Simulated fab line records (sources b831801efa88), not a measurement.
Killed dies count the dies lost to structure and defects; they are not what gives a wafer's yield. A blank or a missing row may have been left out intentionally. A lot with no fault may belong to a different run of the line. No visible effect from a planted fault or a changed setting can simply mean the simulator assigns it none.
What tool caused it? :: flow sky130 :: Sampling: 12 lots, 36 wafers, 5 of 708 route steps

== WHAT THE GAUGES READ, wafer by wafer ==
SKY_FIELD_ISO_THK_MEAS_02.
lot: L494
measured: day 1 16:38
on: film-metro-01
FIELD_ISO_OXIDATION_00_THK (nm): 12.44 12.24 12.46

lot: L496
measured: day 2 04:31
on: film-metro-04
FIELD_ISO_OXIDATION_00_THK (nm): 12.23 12.18 12.11

lot: L497
measured: day 2 08:32
on: film-metro-02
FIELD_ISO_OXIDATION_00_THK (nm): 12.16 12.03 11.79

lot: L498
measured: day 2 12:38
on: film-metro-02
FIELD_ISO_OXIDATION_00_THK (nm): 12.03 12.17 12.13

lot: L499
measured: day 2 18:54
on: film-metro-02
FIELD_ISO_OXIDATION_00_THK (nm): 12.20 12.15 12.14

lot: L500
measured: day 2 22:57
on: film-metro-02
FIELD_ISO_OXIDATION_00_THK (nm): 12.09 11.88 12.06

lot: L501
measured: day 3 03:38
on: film-metro-01
FIELD_ISO_OXIDATION_00_THK (nm): 12.18 12.13 11.94

lot: L503
measured: day 3 14:04
on: film-metro-02
FIELD_ISO_OXIDATION_00_THK (nm): 12.17 12.37 12.25

lot: L505
measured: day 3 23:38
on: film-metro-01
FIELD_ISO_OXIDATION_00_THK (nm): 11.86 12.09 11.99

lot: L510
measured: day 5 02:37
on: film-metro-04
FIELD_ISO_OXIDATION_00_THK (nm): 12.11 12.11 11.92

lot: L512
measured: day 5 13:32
on: film-metro-01
FIELD_ISO_OXIDATION_00_THK (nm): 12.01 11.84 11.99

lot: L516
measured: day 6 06:38
on: film-metro-04
FIELD_ISO_OXIDATION_00_THK (nm): 12.02 12.27 11.98

SKY_FIELD_ISO_THK_MEAS_04.
lot: L494
measured: day 1 18:29
on: film-metro-04
FIELD_ISO_CVD_03_THK (nm): 165.3 165.0 166.8

lot: L496
measured: day 2 07:46
on: film-metro-02
FIELD_ISO_CVD_03_THK (nm): 164.4 165.4 165.8

lot: L497
measured: day 2 12:09
on: film-metro-01
FIELD_ISO_CVD_03_THK (nm): 164.9 164.4 166.5

lot: L498
measured: day 2 14:58
on: film-metro-02
FIELD_ISO_CVD_03_THK (nm): 164.4 164.3 164.3

lot: L499
measured: day 2 21:27
on: film-metro-01
FIELD_ISO_CVD_03_THK (nm): 164.4 165.1 164.2

lot: L500
measured: day 3 00:47
on: film-metro-02
FIELD_ISO_CVD_03_THK (nm): 163.7 164.4 163.9

lot: L501
measured: day 3 05:29
on: film-metro-04
FIELD_ISO_CVD_03_THK (nm): 163.5 162.7 163.3

lot: L503
measured: day 3 16:29
on: film-metro-04
FIELD_ISO_CVD_03_THK (nm): 164.4 164.1 164.6

lot: L505
measured: day 4 01:29
on: film-metro-02
FIELD_ISO_CVD_03_THK (nm): 165.6 165.2 164.8

lot: L510
measured: day 5 04:53
on: film-metro-02
FIELD_ISO_CVD_03_THK (nm): 164.6 163.2 163.4

lot: L512
measured: day 5 16:17
on: film-metro-04
FIELD_ISO_CVD_03_THK (nm): 167.9 167.6 167.6

lot: L516
measured: day 6 08:29
on: film-metro-04
FIELD_ISO_CVD_03_THK (nm): 168.4 168.4 169.2

SKY_NWELL_THK_MEAS_02.
lot: L494
measured: day 2 17:23
on: film-metro-01
NWELL_OXIDATION_THK (nm): 9.97 10.15 10.22

lot: L496
measured: day 3 05:22
on: film-metro-02
NWELL_OXIDATION_THK (nm): 9.95 9.84 9.71

lot: L497
measured: day 3 11:10
on: film-metro-01
NWELL_OXIDATION_THK (nm): 9.85 9.95 9.79

lot: L498
measured: day 3 14:48
on: film-metro-03
NWELL_OXIDATION_THK (nm): 9.96 9.62 9.67

lot: L499
measured: day 3 20:45
on: film-metro-01
NWELL_OXIDATION_THK (nm): 9.93 10.07 9.79

lot: L500
measured: day 4 00:53
on: film-metro-02
NWELL_OXIDATION_THK (nm): 9.73 9.75 9.74

lot: L501
measured: day 4 03:29
on: film-metro-01
NWELL_OXIDATION_THK (nm): 9.99 9.95 10.09

lot: L503
measured: day 4 17:29
on: film-metro-02
NWELL_OXIDATION_THK (nm): 9.87 10.11 10.00

lot: L505
measured: day 5 04:00
on: film-metro-03
NWELL_OXIDATION_THK (nm): 9.82 9.70 9.84

lot: L510
measured: day 6 04:57
on: film-metro-02
NWELL_OXIDATION_THK (nm): 12.15 12.21 12.18

lot: L512
measured: day 6 17:11
on: film-metro-03
NWELL_OXIDATION_THK (nm): 12.54 12.34 12.57

lot: L516
measured: day 7 11:29
on: film-metro-03
NWELL_OXIDATION_THK (nm): 10.07 10.11 10.09

== WHICH TOOL RAN EACH LOT (tool, then ch and the chambers of the sampled wafers, then the start) ==
lot: L494
SKY_FIELD_ISO_ETCH_17: rie-si-02 ch 0,2, day 2 08:58
SKY_NWELL_OXIDATION_01: furnace-01 ch 0, day 2 15:59

lot: L496
SKY_FIELD_ISO_ETCH_17: rie-si-02 ch 0,1,3, day 2 23:33
SKY_NWELL_OXIDATION_01: furnace-01 ch 0, day 3 03:58

lot: L497
SKY_FIELD_ISO_ETCH_17: rie-si-02 ch 0,2,3, day 3 04:08
SKY_NWELL_OXIDATION_01: furnace-02 ch 0, day 3 09:44

lot: L498
SKY_FIELD_ISO_ETCH_17: rie-si-01 ch 0,3, day 3 07:10
SKY_NWELL_OXIDATION_01: furnace-01 ch 0, day 3 13:25

lot: L499
SKY_FIELD_ISO_ETCH_17: rie-si-01 ch 0,3, day 3 13:48
SKY_NWELL_OXIDATION_01: furnace-01 ch 0, day 3 19:21

lot: L500
SKY_FIELD_ISO_ETCH_17: rie-si-02 ch 1,2,3, day 3 17:12
SKY_NWELL_OXIDATION_01: furnace-01 ch 0, day 3 23:29

lot: L501
SKY_FIELD_ISO_ETCH_17: rie-si-01 ch 0,3, day 3 21:57
SKY_NWELL_OXIDATION_01: furnace-02 ch 0, day 4 02:05

lot: L503
SKY_FIELD_ISO_ETCH_17: rie-si-02 ch 0,3, day 4 09:26
SKY_NWELL_OXIDATION_01: furnace-01 ch 0, day 4 16:06

lot: L505
SKY_FIELD_ISO_ETCH_17: rie-si-01 ch 2,3, day 4 19:10
SKY_NWELL_OXIDATION_01: furnace-02 ch 0, day 5 02:37

lot: L510
SKY_FIELD_ISO_ETCH_17: rie-si-01 ch 2,3, day 5 23:05
SKY_NWELL_OXIDATION_01: furnace-02 ch 0, day 6 03:34

lot: L512
SKY_FIELD_ISO_ETCH_17: rie-si-02 ch 1,2, day 6 11:33
SKY_NWELL_OXIDATION_01: furnace-02 ch 0, day 6 15:46

lot: L516
SKY_FIELD_ISO_ETCH_17: rie-si-01 ch 0,1,3, day 7 04:16
SKY_NWELL_OXIDATION_01: furnace-01 ch 0, day 7 10:05
- SKY_FIELD_ISO_ETCH_17: etches Si in HBr/Cl2/O2, target depth 342 nm, time 97.7 s.
- SKY_NWELL_OXIDATION_01: stabilise 600 s, purge 300 s, target thk 10 nm.

== WHAT THE TOOLS THEMSELVES READ (means of the sampled wafers that have a number; where no wafer has one, the mark that the record gives instead) ==
SKY_FIELD_ISO_ETCH_17.
lot: L494
tool: rie-si-02
HBr_flow_sccm (sccm): 150.3
drypump-motor-current-A (A): 5.9
oes-product-au (a.u.): 0.995
throttle-valve-pct (%): 25.663

lot: L496
tool: rie-si-02
HBr_flow_sccm (sccm): 149.8
drypump-motor-current-A (A): 5.7
oes-product-au (a.u.): 0.999
throttle-valve-pct (%): 25.653

lot: L497
tool: rie-si-02
HBr_flow_sccm (sccm): 149.6
drypump-motor-current-A (A): 5.7
oes-product-au (a.u.): 0.995
throttle-valve-pct (%): 25.659

lot: L498
tool: rie-si-01
HBr_flow_sccm (sccm): 149.4
drypump-motor-current-A (A): 5.4
oes-product-au (a.u.): 0.997
throttle-valve-pct (%): 25.662

lot: L499
tool: rie-si-01
HBr_flow_sccm (sccm): 149.3
drypump-motor-current-A (A): 5.1
oes-product-au (a.u.): 1.002
throttle-valve-pct (%): 25.658

lot: L500
tool: rie-si-02
HBr_flow_sccm (sccm): 150.3
drypump-motor-current-A (A): 5.8
oes-product-au (a.u.): 0.990
throttle-valve-pct (%): 25.662

lot: L501
tool: rie-si-01
HBr_flow_sccm (sccm): 150.1
drypump-motor-current-A (A): 5.4
oes-product-au (a.u.): 0.986
throttle-valve-pct (%): 25.663

lot: L503
tool: rie-si-02
HBr_flow_sccm (sccm): 149.8
drypump-motor-current-A (A): 5.5
oes-product-au (a.u.): 0.999
throttle-valve-pct (%): 25.644

lot: L505
tool: rie-si-01
HBr_flow_sccm (sccm): 149.8
drypump-motor-current-A (A): 5.1
oes-product-au (a.u.): 0.997
throttle-valve-pct (%): 25.647

lot: L510
tool: rie-si-01
HBr_flow_sccm (sccm): 149.3
drypump-motor-current-A (A): 5.0
oes-product-au (a.u.): 0.996
throttle-valve-pct (%): 25.652

lot: L512
tool: rie-si-02
HBr_flow_sccm (sccm): 149.7
drypump-motor-current-A (A): 6.0
oes-product-au (a.u.): 1.000
throttle-valve-pct (%): 25.652

lot: L516
tool: rie-si-01
HBr_flow_sccm (sccm): 150.2
drypump-motor-current-A (A): 5.5
oes-product-au (a.u.): 0.991
throttle-valve-pct (%): 25.662

SKY_NWELL_OXIDATION_01.
lot: L494
tool: furnace-01
spike-tc-bottom-C (C): 918.5
spike-tc-centre-C (C): 901.1
spike-tc-lower-C (C): 901.3
spike-tc-top-C (C): 911.8
spike-tc-upper-C (C): 899.8
tube-center-temp-C (C): 899.99
tube_center_temp_C_max: 902.3

lot: L496
tool: furnace-01
spike-tc-bottom-C (C): 918.7
spike-tc-centre-C (C): 900.8
spike-tc-lower-C (C): 900.9
spike-tc-top-C (C): 912.2
spike-tc-upper-C (C): 901.4
tube-center-temp-C (C): 900.00
tube_center_temp_C_max: 902.4

lot: L497
tool: furnace-02
spike-tc-bottom-C (C): 912.9
spike-tc-centre-C (C): 902.3
spike-tc-lower-C (C): 900.4
spike-tc-top-C (C): 907.6
spike-tc-upper-C (C): 898.8
tube-center-temp-C (C): 899.99
tube_center_temp_C_max: 902.2

lot: L498
tool: furnace-01
spike-tc-bottom-C (C): 918.2
spike-tc-centre-C (C): 900.5
spike-tc-lower-C (C): 901.2
spike-tc-top-C (C): 911.3
spike-tc-upper-C (C): 900.5
tube-center-temp-C (C): 899.99
tube_center_temp_C_max: 902.3

lot: L499
tool: furnace-01
spike-tc-bottom-C (C): 918.6
spike-tc-centre-C (C): 900.7
spike-tc-lower-C (C): 900.2
spike-tc-top-C (C): 911.9
spike-tc-upper-C (C): 901.4
tube-center-temp-C (C): 900.04
tube_center_temp_C_max: 902.4

lot: L500
tool: furnace-01
spike-tc-bottom-C (C): 918.9
spike-tc-centre-C (C): 901.2
spike-tc-lower-C (C): 901.4
spike-tc-top-C (C): 912.4
spike-tc-upper-C (C): 900.6
tube-center-temp-C (C): 900.07
tube_center_temp_C_max: 902.4

lot: L501
tool: furnace-02
spike-tc-bottom-C (C): 913.7
spike-tc-centre-C (C): 901.7
spike-tc-lower-C (C): 900.4
spike-tc-top-C (C): 906.3
spike-tc-upper-C (C): 897.5
tube-center-temp-C (C): 900.04
tube_center_temp_C_max: 902.2

lot: L503
tool: furnace-01
spike-tc-bottom-C (C): 918.1
spike-tc-centre-C (C): 901.4
spike-tc-lower-C (C): 902.2
spike-tc-top-C (C): 912.0
spike-tc-upper-C (C): 899.9
tube-center-temp-C (C): 900.09
tube_center_temp_C_max: 902.1

lot: L505
tool: furnace-02
spike-tc-bottom-C (C): 913.2
spike-tc-centre-C (C): 902.8
spike-tc-lower-C (C): 900.7
spike-tc-top-C (C): 906.5
spike-tc-upper-C (C): 898.2
tube-center-temp-C (C): 899.94
tube_center_temp_C_max: 902.5

lot: L510
tool: furnace-02
spike-tc-bottom-C (C): 934.9
spike-tc-centre-C (C): 922.0
spike-tc-lower-C (C): 920.6
spike-tc-top-C (C): 926.5
spike-tc-upper-C (C): 918.2
tube-center-temp-C (C): 920.30
tube_center_temp_C_max: 922.6

lot: L512
tool: furnace-02
spike-tc-bottom-C (C): 933.9
spike-tc-centre-C (C): 922.9
spike-tc-lower-C (C): 921.1
spike-tc-top-C (C): 927.1
spike-tc-upper-C (C): 919.0
tube-center-temp-C (C): 920.32
tube_center_temp_C_max: 922.7

lot: L516
tool: furnace-01
spike-tc-bottom-C (C): 917.1
spike-tc-centre-C (C): 902.1
spike-tc-lower-C (C): 901.4
spike-tc-top-C (C): 912.6
spike-tc-upper-C (C): 900.4
tube-center-temp-C (C): 900.05
tube_center_temp_C_max: 902.2

== THE ANSWER, worked out from the rows above alone ==
Rule: the usual values come from the lots themselves. The widest of any qualifying gaps counts: lots, ordered by their means at a reading, are off when they make up no more than a third of the lots, leave a main group of 4 or more, and stand apart from it by 3 or more times the standard deviation of that group's means. Not used: any main group whose means are identical at the precision the tables above print for the reading. A lot without any number at a reading at which 4 lots or more have one is off too. Where the step has rows for the other lots, those lots are counted as sound. Order of review: gauges by route order, followed by the tools' own readings, for which a lot's mean as printed above is used. At the first step where some lot is off, the reading lying furthest off is the one used; lots without a number count as furthest.
Off: L510, L512, seen at SKY_NWELL_THK_MEAS_02 (NWELL_OXIDATION_THK). The main group has a mean of 9.91 nm with a standard deviation of 0.13.
If a tool, at a process step before that reading, ran all the lots that are off and no sound lot after the first of them, it fits. Not tried: the gauges at SKY_NWELL_THK_MEAS_02; whatever is off there is also off at SKY_NWELL_OXIDATION_01, on other tools, and gauge error can't account for it. One candidate fits, namely furnace-02 at SKY_NWELL_OXIDATION_01. Its last sound lot is L505 (day 5 02:37), its first lot that is off L510 (day 6 03:34): a fault that began between those two fits.
The tool's own readings at SKY_NWELL_OXIDATION_01 bear it out: on the lots that are off they differ by more than 5 times the standard deviation of the sound lots' means. spike-tc-bottom-C reads 934.4 C there against 916.8 C on the sound lots; spike-tc-centre-C reads 922.5 C there against 901.5 C on the sound lots; spike-tc-lower-C reads 920.9 C there against 901.0 C on the sound lots; spike-tc-top-C reads 926.8 C there against 910.5 C on the sound lots; spike-tc-upper-C reads 918.6 C there against 899.9 C on the sound lots; tube-center-temp-C reads 920.31 C there against 900.02 C on the sound lots; tube_center_temp_C_max reads 922.7 there against 902.3 on the sound lots.

== WHAT HAD BEEN PUT IN BY THE SIMULATOR ==
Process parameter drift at SKY_NWELL_OXIDATION_01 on furnace-02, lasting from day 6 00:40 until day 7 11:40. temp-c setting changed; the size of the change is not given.
Struck lots among those shown: L510, L512. The same result came from the rule above.
